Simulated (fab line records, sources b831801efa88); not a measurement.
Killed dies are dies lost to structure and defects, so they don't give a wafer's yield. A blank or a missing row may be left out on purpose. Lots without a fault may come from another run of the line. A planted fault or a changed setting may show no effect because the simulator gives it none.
fab line records | flow sky130
record lots=5 wafers=15 last_day=50
route steps=708 shown METAL5@661 PASSIVATION@681 PAD_OPEN@694
lots that met no fault: from a run of the same line without faults
start_h: hours from the record's first day to the start of the lot's first wafer shown | wait_h: hours since the lot's step before | " the same as in the row above | L1.1+2: a row that stands for several wafers | - no value, or no start given | * or withheld: withheld | < > ~ a bound
route shown NAME@n: a module of which the file shows steps, and the number in the route of the first | usual: mean/standard deviation of fault-free wafers | same: alike in all rows | chamber/n: place in a boat | sites: the reading at each site | _std_site: their standard deviation | _edge_site: outer sites' mean less inner sites' | radius_mm: how far each site lies from the wafer's centre | mask NAME#n: copy n | behind: the tool/chamber that last shaped the wafer | hold: why the lot was held/for how many hours/how that ended | device: the transistor (n, p or np) that didn't switch | end of line: the same wafers' tests at the end of the route | a step without rows: its recipe alone | killed: dies lost to structure and defects at the first sort, not the wafer's yield | map: a wafer's dies, x killed, . not, _ none there
set.NAME: the setting as run; set.NAME@STEP: as run at that earlier step | model.NAME: the simulator's own value behind a step, which no gauge read
lots at some steps of the route; a table a step, a row a wafer
services: from which hour (start_h, from the record's first day; less than 0 if before it) a tool's chamber was out of use, for how many hours, and why
## steps
# step SKY_METAL5_SPUTTER_00
# recipe material=Ti target_thk_nm=15 power_w=3000 time_s=10 chamber_pressure_pa=0.4
# usual throttle_valve_pct=30.2/0.86
# columns lot.wafer tool chamber start_h wait_h throttle_valve_pct
L075.1 pvd_sputter-01 - 1026.31 0.2 30.8
L075.3 " - " " 29.3
L075.4 " - " " 29.7
L078.1 pvd_sputter-01 - 1033.90 0.1 30.8
L078.3 " - " " 29.7
L078.5 " - " " 29.7
L087.1 pvd_sputter-04 - 1098.12 0.2 30.6
L087.3 " - " " 29.8
L087.6 " - " " 29.2
L091.4 pvd_sputter-01 - 1124.06 0.1 29.8
L091.5 " - " " 29.1
L091.6 " - " " 29.9
L092.1 pvd_sputter-01 - 1133.10 0.1 29.8
L092.2 " - " " 29.2
L092.6 " - " " 29.5
# step SKY_METAL5_SPUTTER_01
# recipe material=TiN target_thk_nm=20 power_w=6500 time_s=16.7 chamber_pressure_pa=0.4
# usual throttle_valve_pct=30.2/0.84
# columns lot.wafer tool chamber start_h wait_h throttle_valve_pct
L075.1 pvd_sputter-01 - 1026.33 0.0 30.7
L075.3 " - " " 29.1
L075.4 " - " " 29.8
L078.1 pvd_sputter-01 - 1033.92 0.0 30.8
L078.3 " - " " 29.8
L078.5 " - " " 30.0
L087.1 pvd_sputter-04 - 1098.14 0.0 30.7
L087.3 " - " " 30.1
L087.6 " - " " 29.3
L091.4 pvd_sputter-01 - 1124.08 0.0 30.0
L091.5 " - " " 28.9
L091.6 " - " " 29.8
L092.1 pvd_sputter-01 - 1133.12 0.0 29.9
L092.2 " - " " 29.1
L092.6 " - " " 29.0
# step SKY_METAL5_SPUTTER_02
# recipe material=AlCu target_thk_nm=1150 power_w=10600 time_s=61.2 chamber_pressure_pa=0.4
# usual throttle_valve_pct=30.2/0.84
# columns lot.wafer tool chamber start_h wait_h throttle_valve_pct
L075.1 pvd_sputter-01 - 1026.36 0.0 30.8
L075.3 " - " " 29.3
L075.4 " - " " 29.9
L078.1 pvd_sputter-01 - 1033.95 0.0 30.9
L078.3 " - " " 29.8
L078.5 " - " " 29.9
L087.1 pvd_sputter-04 - 1098.17 0.0 30.5
L087.3 " - " " 29.8
L087.6 " - " " 29.4
L091.4 pvd_sputter-01 - 1124.11 0.0 29.9
L091.5 " - " " 29.3
L091.6 " - " " 29.8
L092.1 pvd_sputter-01 - 1133.15 0.0 29.9
L092.2 " - " " 29.4
L092.6 " - " " 29.2
# step SKY_METAL5_SPUTTER_03
# recipe material=Ti target_thk_nm=5 power_w=3000 time_s=3.3 chamber_pressure_pa=0.4
# usual throttle_valve_pct=30.2/0.87
# columns lot.wafer tool chamber start_h wait_h throttle_valve_pct
L075.1 pvd_sputter-01 - 1026.41 0.0 30.9
L075.3 " - " " 29.2
L075.4 " - " " 29.8
L078.1 pvd_sputter-01 - 1034.00 0.0 30.7
L078.3 " - " " 29.8
L078.5 " - " " 29.9
L087.1 pvd_sputter-04 - 1098.22 0.0 30.7
L087.3 " - " " 29.8
L087.6 " - " " 29.4
L091.4 pvd_sputter-01 - 1124.16 0.0 30.0
L091.5 " - " " 29.0
L091.6 " - " " 29.9
L092.1 pvd_sputter-01 - 1133.20 0.0 30.0
L092.2 " - " " 29.1
L092.6 " - " " 29.1
# step SKY_METAL5_SPUTTER_04
# recipe material=TiN target_thk_nm=70 power_w=6500 time_s=58.3 chamber_pressure_pa=0.4
# usual throttle_valve_pct=30.2/0.85
# columns lot.wafer tool chamber start_h wait_h throttle_valve_pct
L075.1 pvd_sputter-01 - 1026.43 0.0 30.8
L075.3 " - " " 28.9
L075.4 " - " " 29.6
L078.1 pvd_sputter-01 - 1034.01 0.0 30.9
L078.3 " - " " 29.9
L078.5 " - " " 29.8
L087.1 pvd_sputter-04 - 1098.24 0.0 30.9
L087.3 " - " " 30.0
L087.6 " - " " 29.6
L091.4 pvd_sputter-01 - 1124.18 0.0 29.7
L091.5 " - " " 29.3
L091.6 " - " " 30.0
L092.1 pvd_sputter-01 - 1133.22 0.0 29.9
L092.2 " - " " 29.0
L092.6 " - " " 29.1
# step SKY_METAL5_RS_MEAS_05
# recipe thk_meas_gauge=four-point-probe reads=TiN_of_METAL5_SPUTTER_04+Ti_of_METAL5_SPUTTER_03+AlCu_of_METAL5_SPUTTER_02+TiN_of_METAL5_SPUTTER_01+Ti_of_METAL5_SPUTTER_00
# usual METAL5_ALCU_RS=0.027/0.00024
# columns lot.wafer tool chamber start_h wait_h METAL5_ALCU_RS[ohm/sq]
L075.1 film_metro-03 - 1026.48 0.0 0.02679
L075.3 " - " " 0.02676
L075.4 " - " " 0.02682
L078.1 film_metro-03 - 1034.06 0.0 0.02687
L078.3 " - " " 0.02695
L078.5 " - " " 0.02699
L087.1 film_metro-02 - 1098.29 0.0 0.02684
L087.3 " - " " 0.02673
L087.6 " - " " 0.0271
L091.4 film_metro-04 - 1124.29 0.1 0.02697
L091.5 " - " " 0.0269
L091.6 " - " " 0.02693
L092.1 film_metro-04 - 1133.26 0.0 0.02692
L092.2 " - " " 0.0266
L092.6 " - " " 0.02674
# step SKY_METAL5_THK_MEAS_06
# recipe thk_meas_gauge=xrf reads=AlCu_of_METAL5_SPUTTER_02
# usual METAL5_ALCU_THK=1151/11
# columns lot.wafer tool chamber start_h wait_h METAL5_ALCU_THK[nm]
L075.1 film_metro-03 - 1026.60 0.1 1154
L075.3 " - " " 1155
L075.4 " - " " 1151
L078.1 film_metro-03 - 1034.18 0.1 1162
L078.3 " - " " 1162
L078.5 " - " " 1164
L087.1 film_metro-02 - 1098.41 0.1 1154
L087.3 " - " " 1156
L087.6 " - " " 1145
L091.4 film_metro-04 - 1124.38 0.1 1163
L091.5 " - " " 1169
L091.6 " - " " 1161
L092.1 film_metro-04 - 1133.38 0.1 1166
L092.2 " - " " 1174
L092.6 " - " " 1167
# step SKY_METAL5_DEHYDRATE_07
# recipe temp_c=200 time_s=60
# columns lot.wafer tool chamber start_h wait_h
L075.1+3+4 litho_track-02 0 1037.97 11.4
L078.1+3+5 litho_track-01 0 1044.98 10.8
L087.1+3+6 litho_track-01 0 1108.13 9.7
L091.4+5+6 litho_track-04 0 1134.68 10.3
L092.1+2+6 litho_track-02 0 1142.02 8.6
# step SKY_METAL5_HMDS_08
# recipe prime_time_s=60 prime_temp_c=120
# same prime_time_s=60
# columns lot.wafer tool chamber start_h wait_h
L075.1+3+4 litho_track-02 0 1038.12 0.1
L078.1+3+5 litho_track-01 0 1045.13 0.1
L087.1+3+6 litho_track-01 0 1108.28 0.1
L091.4+5+6 litho_track-04 0 1134.83 0.1
L092.1+2+6 litho_track-02 0 1142.17 0.1
# step SKY_METAL5_COAT_09
# recipe resist=NOVOLAK spin_rpm=3000 resist_thk_nm=1800
# columns lot.wafer tool chamber start_h wait_h
L075.1+3+4 litho_track-02 0 1038.27 0.1
L078.1+3+5 litho_track-01 0 1045.28 0.1
L087.1+3+6 litho_track-01 0 1108.43 0.1
L091.4+5+6 litho_track-04 0 1134.98 0.1
L092.1+2+6 litho_track-02 0 1142.32 0.1
# step SKY_METAL5_SOFTBAKE_10
# recipe temp_c=90 time_s=60 resist=NOVOLAK
# columns lot.wafer tool chamber start_h wait_h
L075.1+3+4 litho_track-02 0 1038.42 0.1
L078.1+3+5 litho_track-01 0 1045.43 0.1
L087.1+3+6 litho_track-01 0 1108.58 0.1
L091.4+5+6 litho_track-04 0 1135.13 0.1
L092.1+2+6 litho_track-02 0 1142.47 0.1
# step SKY_METAL5_EXPOSE_11
# recipe mask_id=MM5 na=0.6 source_shape=conventional sigma_outer=0.6 polarization=unpolarized target_cd_nm=1600 dose_mj=190
# columns lot.wafer tool chamber start_h wait_h mask
L075.1+3+4 iline_stepper-01 0 - - MM5#0
L078.1+3+5 iline_stepper-01 0 - - MM5#0
L087.1+3+6 iline_stepper-02 0 - - MM5#0
L091.4+5+6 iline_stepper-01 0 - - MM5#0
L092.1+2+6 iline_stepper-01 0 - - MM5#0
# step SKY_METAL5_PEB_12
# recipe temp_c=withheld time_s=* resist=NOVOLAK
# columns lot.wafer tool chamber start_h wait_h
L075.1+3+4 litho_track-01 0 - -
L078.1+3+5 litho_track-02 0 - -
L087.1+3+6 litho_track-01 0 - -
L091.4+5+6 litho_track-01 0 - -
L092.1+2+6 litho_track-04 0 - -
# step SKY_METAL5_DEVELOP_13
# recipe resist=NOVOLAK developer=TMAH develop_time_s=60 dev_temp_c=23
# columns lot.wafer tool chamber start_h wait_h
L075.1+3+4 litho_track-01 0 1050.03 0.1
L078.1+3+5 litho_track-02 0 1056.27 0.1
L087.1+3+6 litho_track-01 0 1118.43 0.1
L091.4+5+6 litho_track-01 0 1143.56 0.1
L092.1+2+6 litho_track-04 0 1151.35 0.1
# step SKY_METAL5_DESCUM_14
# recipe chemistry=O2 source_power_w=150 bias_power_w=0 pressure_mtorr=10 temp_c=40 time_s=11
# usual drypump_motor_current_A=5.5/0.38 he_backside_leak_sccm=3.4/0.34 oes_product_au=1.001/0.0086 temp_c=39.99/0.12
# columns lot.wafer tool chamber start_h wait_h drypump_motor_current_A he_backside_leak_sccm oes_product_au rf_hours_counter_h temp_c
L075.1 rie_metal-02 1 1050.18 0.1 6.0 3.6 0.995 16 39.99
L075.3 " 0 " " 5.1 3.6 1.010 - 40.04
L075.4 " 1 " " 6.0 3.6 0.999 - 40.00
L078.1 rie_metal-02 1 1056.42 0.1 6.0 3.4 1.006 16 39.94
L078.3 " 1 " " 6.0 3.1 1.020 - 39.82
L078.5 " 1 " " 6.0 3.1 1.008 - 39.79
L087.1 rie_metal-02 1 1118.58 0.1 6.0 3.3 1.000 21 39.91
L087.3 " 1 " " 6.0 3.3 1.001 - 39.95
L087.6 " 0 " " 5.1 3.7 1.004 - 39.98
L091.4 rie_metal-02 0 1143.67 0.1 5.0 3.6 1.012 - 39.86
L091.5 " 0 " " 5.1 3.5 1.011 - 40.06
L091.6 " 0 " " 5.1 3.7 1.017 - 40.16
L092.1 rie_metal-02 0 1151.50 0.1 5.0 3.3 1.020 21 40.13
L092.2 " 1 " " 6.0 3.1 1.011 23 40.16
L092.6 " 0 " " 5.0 3.5 1.002 - 40.13
# step SKY_METAL5_METAL_ETCH_15
# recipe target_depth_a=12600 stop_on=SiO2 over_etch_frac=0.2 time_s=252 chemistry=Cl2/BCl3 resist_sidewall_deg=86 pressure_mtorr=10 icp_w=900 bias_w=48.5 Cl2_flow_sccm=60 bcl3_flow_sccm=30
# usual drypump_motor_current_A=5.5/0.37 he_backside_leak_sccm=3.39/0.29 oes_product_au=0.894/0.0058 throttle_valve_pct=22.264/0.0094
# columns lot.wafer tool chamber start_h wait_h drypump_motor_current_A he_backside_leak_sccm oes_product_au rf_hours_counter_h throttle_valve_pct
L075.1 rie_metal-02 1 1050.22 0.0 6.0 3.48 0.889 16 22.260
L075.3 " 0 " " 5.0 3.48 0.895 - 22.258
L075.4 " 1 " " 5.9 3.37 0.900 - 22.258
L078.1 rie_metal-02 1 1056.45 0.0 6.0 3.42 0.892 17 22.253
L078.3 " 1 " " 6.0 3.40 0.896 - 22.250
L078.5 " 1 " " 6.0 3.32 0.899 - 22.267
L087.1 rie_metal-02 1 1118.62 0.0 6.0 3.48 0.886 21 22.271
L087.3 " 1 " " 6.0 3.51 0.899 - 22.256
L087.6 " 0 " " 5.1 3.33 0.892 - 22.270
L091.4 rie_metal-02 0 1143.94 0.3 5.0 3.47 0.904 - 22.254
L091.5 " 0 " " 5.0 3.45 0.896 - 22.267
L091.6 " 0 " " 5.1 3.47 0.901 - 22.276
L092.1 rie_metal-02 0 1151.54 0.0 5.1 3.47 0.893 21 22.274
L092.2 " 1 " " 6.0 3.45 0.889 23 22.264
L092.6 " 0 " " 5.1 3.47 0.907 - 22.251
# step SKY_METAL5_STRIP_16
# recipe chemistry=O2/N2 power_w=1400 pressure_mtorr=1500 platen_temp_c=withheld o2_flow_sccm=3000 n2_flow_sccm=300 overash_fraction=0.5
# usual drypump_motor_current_A=5.5/0.35 o2_flow_sccm=3000/9 oes_product_au=0.711/0.0045 strip_time_to_endpoint_s=13.06/0.099
# columns lot.wafer tool chamber start_h wait_h drypump_motor_current_A o2_flow_sccm oes_product_au rf_hours_counter_h strip_time_to_endpoint_s
L075.1 plasma_asher-04 1 1050.45 0.2 5.3 2988 0.712 92 13.08
L075.3 " 1 " " 5.3 2994 0.704 - 13.09
L075.4 " 0 " " 5.9 2999 0.710 - 13.10
L078.1 plasma_asher-01 0 1056.69 0.2 5.6 3002 0.715 34 13.18
L078.3 " 0 " " 5.6 3015 0.710 - 13.11
L078.5 " 0 " " 5.6 3001 0.706 - 13.15
L087.1 plasma_asher-04 1 1118.85 0.2 5.3 3008 0.709 95 12.96
L087.3 " 0 " " 5.9 3005 0.704 - 12.97
L087.6 " 0 " " 5.8 3007 0.711 - 12.99
L091.4 plasma_asher-01 0 1144.20 0.2 5.6 2986 0.705 - 12.98
L091.5 " 1 " " 5.5 2996 0.712 - 13.02
L091.6 " 0 " " 5.6 2994 0.707 - 12.90
L092.1 plasma_asher-02 0 1151.77 0.2 5.8 2995 0.712 9 12.88
L092.2 " 1 " " 4.7 2996 0.713 9 13.03
L092.6 " 1 " " 4.8 3001 0.708 - 12.96
# step SKY_METAL5_STRIP_17
# recipe chemistry=post_etch_residue_remover time_s=1200 temp_c=72.5
# usual temp_c=72.50/0.13
# columns lot.wafer tool chamber start_h wait_h temp_c
L075.1 wet_bench-01 0 1050.55 0.1 72.49
L075.3 " 0 " " 72.52
L075.4 " 0 " " 72.66
L078.1 wet_bench-03 2 1056.79 0.1 72.66
L078.3 " 2 " " 72.75
L078.5 " 2 " " 72.54
L087.1 wet_bench-04 0 1118.95 0.1 72.45
L087.3 " 0 " " 72.36
L087.6 " 0 " " 72.48
L091.4 wet_bench-03 0 1144.27 0.0 72.67
L091.5 " 0 " " 72.70
L091.6 " 0 " " 72.88
L092.1 wet_bench-04 2 1151.87 0.1 72.68
L092.2 " 2 " " 72.55
L092.6 " 2 " " 72.52
# step SKY_METAL5_CLEAN_18
# recipe chemistry=IPA time_s=180 temp_c=25
# usual temp_c=24.96/0.1
# columns lot.wafer tool chamber start_h wait_h temp_c
L075.1 wet_bench-04 3 1050.89 0.0 24.98
L075.3 " 3 " " 25.07
L075.4 " 3 " " 24.94
L078.1 wet_bench-01 2 1057.13 0.0 24.91
L078.3 " 2 " " 25.15
L078.5 " 2 " " 25.07
L087.1 wet_bench-01 1 1119.32 0.0 25.01
L087.3 " 1 " " 24.87
L087.6 " 1 " " 25.02
L091.4 wet_bench-04 0 1144.61 0.0 25.08
L091.5 " 0 " " 25.00
L091.6 " 0 " " 25.14
L092.1 wet_bench-03 1 1152.25 0.0 24.90
L092.2 " 1 " " 25.07
L092.6 " 1 " " 25.07
# step SKY_METAL5_CLEAN_19
# recipe chemistry=O3/DIW dry=n2_spin
# columns lot.wafer tool chamber start_h wait_h
L075.1+3+4 wet_bench-01 0 1050.96 0.0
L078.1+3+5 wet_bench-04 2 1057.19 0.0
L087.1+3+6 wet_bench-03 1 1119.38 0.0
L091.4+5+6 wet_bench-01 2 1144.67 0.0
L092.1+2+6 wet_bench-04 1 1152.31 0.0
# step SKY_PASSIVATION_CVD_00
# recipe material=SiO2 target_thk_nm=90 temp_c=400 time_s=withheld rf_w=600
# usual heater_power_w=692/96
# columns lot.wafer tool chamber start_h wait_h heater_power_w
L075.1 pecvd-04 2 1051.06 0.0 746
L075.3 " 1 " " 756
L075.4 " 2 " " 732
L078.1 pecvd-03 0 1057.28 0.0 845
L078.3 " 1 " " 696
L078.5 " 0 " " 859
L087.1 pecvd-02 0 1119.47 0.0 546
L087.3 " 2 " " 711
L087.6 " 0 " " 550
L091.4 pecvd-02 0 1144.78 0.0 634
L091.5 " 1 " " 717
L091.6 " 0 " " 631
L092.1 pecvd-02 2 1152.41 0.0 803
L092.2 " 1 " " 656
L092.6 " 0 " " 641
# step SKY_PASSIVATION_THK_MEAS_01
# recipe reads=SiO2_of_PASSIVATION_CVD_00
# usual PASSIVATION_CVD_00_THK=90.3/1.1
# columns lot.wafer tool chamber start_h wait_h PASSIVATION_CVD_00_THK[nm]
L075.1 film_metro-03 - 1051.08 - 88.1
L075.3 " - " " 88.1
L075.4 " - " " 89.6
L078.1 film_metro-04 - 1057.31 - 88.5
L078.3 " - " " 89.1
L078.5 " - " " 90.4
L087.1 film_metro-04 - 1119.51 - 91.1
L087.3 " - " " 91.0
L087.6 " - " " 92.2
L091.4 film_metro-04 - 1144.83 - 92.7
L091.5 " - " " 90.3
L091.6 " - " " 92.6
L092.1 film_metro-04 - 1152.43 - 90.0
L092.2 " - " " 89.2
L092.6 " - " " 91.1
# step SKY_PASSIVATION_CVD_02
# recipe material=Si3N4 target_thk_nm=540 temp_c=400 time_s=withheld rf_w=450
# usual heater_power_w=748/92
# columns lot.wafer tool chamber start_h wait_h heater_power_w
L075.1 pecvd-02 2 1051.14 0.1 850
L075.3 " 1 " " 704
L075.4 " 0 " " 573
L078.1 pecvd-02 2 1057.37 0.1 880
L078.3 " 0 " " 720
L078.5 " 1 " " 733
L087.1 pecvd-03 1 1119.57 0.1 740
L087.3 " 0 " " 872
L087.6 " 0 " " 902
L091.4 pecvd-03 2 1144.98 0.1 636
L091.5 " 1 " " 752
L091.6 " 0 " " 879
L092.1 pecvd-03 1 1152.49 0.1 797
L092.2 " 2 " " 657
L092.6 " 0 " " 897
# step SKY_PASSIVATION_THK_MEAS_03
# recipe reads=Si3N4_of_PASSIVATION_CVD_02
# usual PASSIVATION_CVD_02_THK=542/6.7
# columns lot.wafer tool chamber start_h wait_h PASSIVATION_CVD_02_THK[nm]
L075.1 film_metro-04 - 1051.36 - 535
L075.3 " - " " 533
L075.4 " - " " 540
L078.1 film_metro-03 - 1057.59 - 549
L078.3 " - " " 536
L078.5 " - " " 548
L087.1 film_metro-01 - 1119.79 - 538
L087.3 " - " " 542
L087.6 " - " " 550
L091.4 film_metro-03 - 1145.12 - 549
L091.5 " - " " 542
L091.6 " - " " 550
L092.1 film_metro-01 - 1152.72 - 531
L092.2 " - " " 530
L092.6 " - " " 547
# step SKY_PASSIVATION_DEHYDRATE_04
# recipe temp_c=200 time_s=60
# columns lot.wafer tool chamber start_h wait_h
L075.1+3+4 litho_track-02 0 1062.27 10.9
L078.1+3+5 litho_track-02 0 1069.07 11.5
L087.1+3+6 litho_track-01 0 1129.28 9.5
L091.4+5+6 litho_track-02 0 1154.34 9.2
L092.1+2+6 litho_track-02 0 1160.87 8.1
# step SKY_PASSIVATION_HMDS_05
# recipe prime_time_s=60 prime_temp_c=120
# same prime_time_s=60
# columns lot.wafer tool chamber start_h wait_h
L075.1+3+4 litho_track-02 0 1062.42 0.1
L078.1+3+5 litho_track-02 0 1069.22 0.1
L087.1+3+6 litho_track-01 0 1129.43 0.1
L091.4+5+6 litho_track-02 0 1154.49 0.1
L092.1+2+6 litho_track-02 0 1161.02 0.1
# step SKY_PASSIVATION_COAT_06
# recipe spin_rpm=2000 resist_thk_nm=3000
# columns lot.wafer tool chamber start_h wait_h
L075.1+3+4 litho_track-02 0 1062.57 0.1
L078.1+3+5 litho_track-02 0 1069.37 0.1
L087.1+3+6 litho_track-01 0 1129.58 0.1
L091.4+5+6 litho_track-02 0 1154.64 0.1
L092.1+2+6 litho_track-02 0 1161.17 0.1
# step SKY_PASSIVATION_SOFTBAKE_07
# recipe temp_c=110 time_s=withheld
# columns lot.wafer tool chamber start_h wait_h
L075.1+3+4 litho_track-02 0 1062.72 0.1
L078.1+3+5 litho_track-02 0 1069.52 0.1
L087.1+3+6 litho_track-01 0 1129.73 0.1
L091.4+5+6 litho_track-02 0 1154.82 0.1
L092.1+2+6 litho_track-02 0 1161.32 0.1
# step SKY_PASSIVATION_EXPOSE_08
# recipe mask_id=NSM target_cd_nm=3000 na=0.57 dose_mj=260
# columns lot.wafer tool chamber start_h wait_h mask
L075.1+3+4 iline_stepper-01 0 - - NSM#0
L078.1+3+5 iline_stepper-01 0 - - NSM#0
L087.1+3+6 iline_stepper-01 0 - - NSM#0
L091.4+5+6 iline_stepper-01 0 - - NSM#0
L092.1+2+6 iline_stepper-01 0 - - NSM#0
# step SKY_PASSIVATION_PEB_09
# recipe temp_c=115 time_s=withheld
# columns lot.wafer tool chamber start_h wait_h
L075.1+3+4 litho_track-02 0 - -
L078.1+3+5 litho_track-01 0 - -
L087.1+3+6 litho_track-02 0 - -
L091.4+5+6 litho_track-01 0 - -
L092.1+2+6 litho_track-01 0 - -
# step SKY_PASSIVATION_DEVELOP_10
# recipe develop_time_s=60 dev_temp_c=23
# columns lot.wafer tool chamber start_h wait_h
L075.1+3+4 litho_track-02 0 - -
L078.1+3+5 litho_track-01 0 - -
L087.1+3+6 litho_track-02 0 - -
L091.4+5+6 litho_track-01 0 - -
L092.1+2+6 litho_track-01 0 - -
# step SKY_PASSIVATION_ETCH_11
# recipe chemistry=CF4/O2 target_depth_nm=725 stop_on=AlCu source_w=800 bias_w=150 pressure_mtorr=150 cf4_flow_sccm=80 O2_flow_sccm=10 time_s=161.1
# usual drypump_motor_current_A=5.6/0.44 oes_product_au=0.979/0.0071 throttle_valve_pct=5.965/0.009
# columns lot.wafer tool chamber start_h wait_h drypump_motor_current_A oes_product_au rf_hours_counter_h throttle_valve_pct
L075.1 rie_diel-03 0 1074.12 - 5.3 0.966 11 5.978
L075.3 " 3 " " 5.2 0.975 10 5.961
L075.4 " 2 " " 5.9 0.975 12 5.965
L078.1 rie_diel-01 0 1079.68 - 5.4 0.969 23 5.959
L078.3 " 2 " " 5.2 0.972 23 5.969
L078.5 " 1 " " 5.7 0.983 - 5.969
L087.1 rie_diel-04 0 1139.42 - 5.5 0.964 25 5.964
L087.3 " 3 " " 6.5 0.984 3 5.970
L087.6 " 1 " " 5.1 0.984 - 5.959
L091.4 rie_diel-03 3 1163.09 - 5.2 0.985 - 5.942
L091.5 " 0 " " 5.3 0.973 - 5.961
L091.6 " 2 " " 5.9 0.985 - 5.973
L092.1 rie_diel-01 0 1170.03 - 5.4 0.971 27 5.963
L092.2 " 1 " " 5.6 0.969 13 5.965
L092.6 " 2 " " 5.2 0.974 - 5.956
# step SKY_PASSIVATION_STRIP_12
# recipe chemistry=O2/N2 power_w=1400 pressure_mtorr=1500 platen_temp_c=withheld overash_fraction=0.7 o2_flow_sccm=3000 n2_flow_sccm=300
# usual drypump_motor_current_A=5.5/0.38 o2_flow_sccm=3000/8.4 oes_product_au=0.661/0.0047 strip_time_to_endpoint_s=31.55/0.11
# columns lot.wafer tool chamber start_h wait_h drypump_motor_current_A o2_flow_sccm oes_product_au rf_hours_counter_h strip_time_to_endpoint_s
L075.1 plasma_asher-03 0 1074.22 0.1 5.6 2984 0.658 65 31.41
L075.3 " 0 " " 5.6 3005 0.666 - 31.44
L075.4 " 1 " " 5.6 3005 0.667 - 31.43
L078.1 plasma_asher-02 1 1079.79 0.1 4.7 3001 0.661 2 31.47
L078.3 " 0 " " 5.8 3008 0.667 - 31.54
L078.5 " 1 " " 4.7 3007 0.652 - 31.47
L087.1 plasma_asher-02 0 1139.53 0.1 5.8 3003 0.657 8 31.89
L087.3 " 1 " " 4.7 3000 0.655 - 31.70
L087.6 " 0 " " 5.8 3002 0.655 - 31.81
L091.4 plasma_asher-04 1 1163.17 0.0 5.3 3007 0.660 - 31.60
L091.5 " 1 " " 5.4 2994 0.664 - 31.77
L091.6 " 0 " " 5.8 3016 0.661 - 31.59
L092.1 plasma_asher-02 0 1170.14 0.1 5.8 2995 0.659 11 31.49
L092.2 " 1 " " 4.7 3002 0.657 11 31.51
L092.6 " 1 " " 4.7 2998 0.663 - 31.59
# step SKY_PAD_OPEN_DEHYDRATE_00
# recipe temp_c=200 time_s=60
# columns lot.wafer tool chamber start_h wait_h
L075.1+3+4 litho_track-03 0 1084.07 9.8
L078.1+3+5 litho_track-04 0 1089.95 10.1
L087.1+3+6 litho_track-04 0 1147.70 8.1
L091.4+5+6 litho_track-03 0 1171.50 8.3
L092.1+2+6 litho_track-01 0 1177.73 7.6
# step SKY_PAD_OPEN_HMDS_01
# recipe prime_time_s=60 prime_temp_c=120
# same prime_time_s=60
# columns lot.wafer tool chamber start_h wait_h
L075.1+3+4 litho_track-03 0 1084.22 0.1
L078.1+3+5 litho_track-04 0 1090.10 0.1
L087.1+3+6 litho_track-04 0 1147.85 0.1
L091.4+5+6 litho_track-03 0 1171.65 0.1
L092.1+2+6 litho_track-01 0 1177.88 0.1
# step SKY_PAD_OPEN_COAT_02
# recipe spin_rpm=2000 resist_thk_nm=3000
# columns lot.wafer tool chamber start_h wait_h
L075.1+3+4 litho_track-03 0 1084.37 0.1
L078.1+3+5 litho_track-04 0 1090.25 0.1
L087.1+3+6 litho_track-04 0 1148.00 0.1
L091.4+5+6 litho_track-03 0 1171.80 0.1
L092.1+2+6 litho_track-01 0 1178.03 0.1
# step SKY_PAD_OPEN_SOFTBAKE_03
# recipe temp_c=110 time_s=withheld
# columns lot.wafer tool chamber start_h wait_h
L075.1+3+4 litho_track-03 0 1084.52 0.1
L078.1+3+5 litho_track-04 0 1090.40 0.1
L087.1+3+6 litho_track-04 0 1148.15 0.1
L091.4+5+6 litho_track-03 0 1171.97 0.1
L092.1+2+6 litho_track-01 0 1178.18 0.1
# step SKY_PAD_OPEN_EXPOSE_04
# recipe mask_id=PDM target_cd_nm=60000 na=0.57 dose_mj=260
# columns lot.wafer tool chamber start_h wait_h mask
L075.1+3+4 iline_stepper-01 0 - - PDM#0
L078.1+3+5 iline_stepper-02 0 - - PDM#0
L087.1+3+6 iline_stepper-01 0 - - PDM#0
L091.4+5+6 iline_stepper-02 0 - - PDM#0
L092.1+2+6 iline_stepper-01 0 - - PDM#0
# step SKY_PAD_OPEN_PEB_05
# recipe temp_c=115 time_s=withheld
# columns lot.wafer tool chamber start_h wait_h
L075.1+3+4 litho_track-01 0 - -
L078.1+3+5 litho_track-01 0 - -
L087.1+3+6 litho_track-03 0 - -
L091.4+5+6 litho_track-03 0 - -
L092.1+2+6 litho_track-03 0 - -
# step SKY_PAD_OPEN_DEVELOP_06
# recipe develop_time_s=60 dev_temp_c=23
# columns lot.wafer tool chamber start_h wait_h
L075.1+3+4 litho_track-01 0 - -
L078.1+3+5 litho_track-01 0 - -
L087.1+3+6 litho_track-03 0 - -
L091.4+5+6 litho_track-03 0 - -
L092.1+2+6 litho_track-03 0 - -
# step SKY_PAD_OPEN_ETCH_07
# recipe chemistry=CF4/O2 target_depth_nm=725 stop_on=AlCu source_w=800 bias_w=150 pressure_mtorr=150 cf4_flow_sccm=80 O2_flow_sccm=10 time_s=161.1
# usual drypump_motor_current_A=5.7/0.46 oes_product_au=0.978/0.0063 throttle_valve_pct=5.964/0.0098
# columns lot.wafer tool chamber start_h wait_h drypump_motor_current_A oes_product_au rf_hours_counter_h throttle_valve_pct
L075.1 rie_diel-02 0 1094.48 - 5.5 0.980 14 5.953
L075.3 " 3 " " 5.2 0.969 12 5.973
L075.4 " 3 " " 5.2 0.982 - 5.958
L078.1 rie_diel-01 1 1100.43 - 5.7 0.984 10 5.971
L078.3 " 0 " " 5.4 0.975 24 5.981
L078.5 " 0 " " 5.4 0.985 - 5.980
L087.1 rie_diel-01 2 1157.22 - 5.3 0.969 26 5.952
L087.3 " 1 " " 5.7 0.979 12 5.974
L087.6 " 0 " " 5.4 0.988 - 5.964
L091.4 rie_diel-02 2 1180.27 - 6.5 0.985 12 5.967
L091.5 " 2 " " 6.5 0.976 - 5.976
L091.6 " 1 " " 5.6 0.988 - 5.963
L092.1 rie_diel-04 1 1186.57 - 5.2 0.971 27 5.959
L092.2 " 0 " " 5.5 0.975 27 5.973
L092.6 " 2 " " 5.6 0.977 - 5.954
## services
# columns tool chamber start_h hours kind
plasma_asher-02 - 1010.77 29.0 pm
rie_diel-01 3 1018.48 4.0 repair
pecvd-04 - 1023.77 14.6 pm
plasma_asher-02 - 1039.74 2.8 pm
pvd_sputter-04 - 1049.80 10.7 repair
plasma_asher-02 - 1055.25 9.0 pm
plasma_asher-04 - 1064.37 37.5 pm
pvd_sputter-04 - 1066.53 0.6 repair
rie_metal-02 0 1069.45 2.6 repair
rie_diel-01 1 1103.78 9.3 repair
rie_metal-02 - 1107.97 0.6 repair
rie_diel-03 - 1117.05 1.1 repair
pvd_sputter-04 - 1122.99 1.6 repair
pvd_sputter-01 - 1128.82 1.4 repair
rie_metal-02 1 1138.93 8.5 repair
rie_diel-03 0 1139.26 22.1 repair
rie_diel-03 3 1139.89 5.4 repair
rie_diel-01 2 1142.49 11.2 repair
rie_diel-01 3 1155.24 20.3 repair
rie_diel-03 1 1158.17 5.4 repair
plasma_asher-04 - 1161.46 1.1 repair
iline_stepper-01 - 1173.82 1.7 pm
rie_diel-01 1 1177.70 17.6 repair
wet_bench-01 - 1184.37 2.0 repair
## key
fault none
